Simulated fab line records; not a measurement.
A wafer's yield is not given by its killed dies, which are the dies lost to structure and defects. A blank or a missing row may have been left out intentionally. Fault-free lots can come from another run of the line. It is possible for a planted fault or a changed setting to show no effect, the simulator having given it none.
What tool caused it? | flow sky130 | 33 wafers from 11 lots sampled at 3 of the route's 708 steps

== WHAT THE GAUGES READ, wafer by wafer ==
SKY_GATE_OXIDE_THK_MEAS_02.
lot  | measured     | on            | GATE_OXIDE_OXIDATION_00_THK (nm)
L647 | day 12 10:43 | film-metro-01 | 10.22 9.91 10.00
L648 | day 12 22:15 | film-metro-02 | 10.29 10.50 10.34
L649 | day 13 06:58 | film-metro-02 | 10.38 10.30 10.42
L651 | day 14 00:13 | film-metro-01 | 10.31 10.45 10.40
L652 | day 13 22:31 | film-metro-02 | 10.44 10.49 10.64
L653 | day 14 15:16 | film-metro-04 | 10.45 10.39 10.41
L654 | day 15 01:29 | film-metro-04 | 10.26 10.14 10.27
L657 | day 15 21:51 | film-metro-01 | 10.22 10.17 10.24
L658 | day 16 09:24 | film-metro-02 | 10.48 10.27 10.17
L662 | day 17 14:11 | film-metro-01 | 7.92 7.77 7.86 7.90 7.84 7.86
L666 | day 18 22:34 | film-metro-01 | 7.62 7.81 7.50 7.67 7.84 7.57

== EACH LOT AND THE TOOL THAT RAN IT (in order: tool; ch and the chambers of the sampled wafers; start) ==
lot  | SKY_VT_ADJUST_HVTP_STRIP_10          | SKY_GATE_OXIDE_OXIDATION_01
L647 | plasma-asher-04 ch 0,1, day 6 02:16  | furnace-01 ch 0, day 12 09:18
L648 | plasma-asher-02 ch 1, day 6 09:59    | furnace-01 ch 0, day 12 20:50
L649 | plasma-asher-03 ch 0,1, day 6 18:41  | furnace-01 ch 0, day 13 05:32
L651 | plasma-asher-03 ch 0,1, day 7 03:34  | furnace-02 ch 0, day 13 22:47
L652 | plasma-asher-03 ch 0, day 7 06:51    | furnace-01 ch 0, day 13 21:05
L653 | plasma-asher-04 ch 0,1, day 7 14:33  | furnace-01 ch 0, day 14 13:50
L654 | plasma-asher-02 ch 0,1, day 7 21:02  | furnace-01 ch 0, day 15 00:05
L657 | plasma-asher-04 ch 1, day 8 16:17    | furnace-02 ch 0, day 15 20:27
L658 | plasma-asher-04 ch 0, day 8 23:51    | furnace-02 ch 0, day 16 07:59
L662 | plasma-asher-03 ch 1, day 9 22:04    | furnace-01 ch 0, day 17 12:46
L666 | plasma-asher-02 ch 0,1, day 10 21:31 | furnace-01 ch 0, day 18 21:09
- SKY_VT_ADJUST_HVTP_STRIP_10: strips in O2/N2.
- SKY_GATE_OXIDE_OXIDATION_01: stabilise 600 s, purge 300 s, target thk 10.268 nm.

== THE ANSWER, worked out from the rows above alone ==
Rule: usual is defined by the lots themselves. The widest of any qualifying gaps counts: lots, ordered by their means at a reading, are off when they make up no more than a third of the lots, leave a main group of 4 or more, and stand apart from it by 3 or more times the standard deviation of that group's means. A main group whose means are all the same, to the digits that the tables above print for the reading, isn't used. Also off: a lot with no number at a reading for which 4 or more lots have one. The other lots that the step has rows for count as sound.
Off: L662, L666, at SKY_GATE_OXIDE_THK_MEAS_02 (GATE_OXIDE_OXIDATION_00_THK). Mean 10.32 nm and standard deviation 0.13 in the main group.
A tool fits if, at a process step before that reading, it ran every lot that is off, and no sound lot after the first of them. Gauges at SKY_GATE_OXIDE_THK_MEAS_02: tried the same way as those tools. This does not decide it: 2 tools fit, namely furnace-01 at SKY_GATE_OXIDE_OXIDATION_01 and film-metro-01 at SKY_GATE_OXIDE_THK_MEAS_02.

== WHAT THE SIMULATOR HAD INSERTED ==
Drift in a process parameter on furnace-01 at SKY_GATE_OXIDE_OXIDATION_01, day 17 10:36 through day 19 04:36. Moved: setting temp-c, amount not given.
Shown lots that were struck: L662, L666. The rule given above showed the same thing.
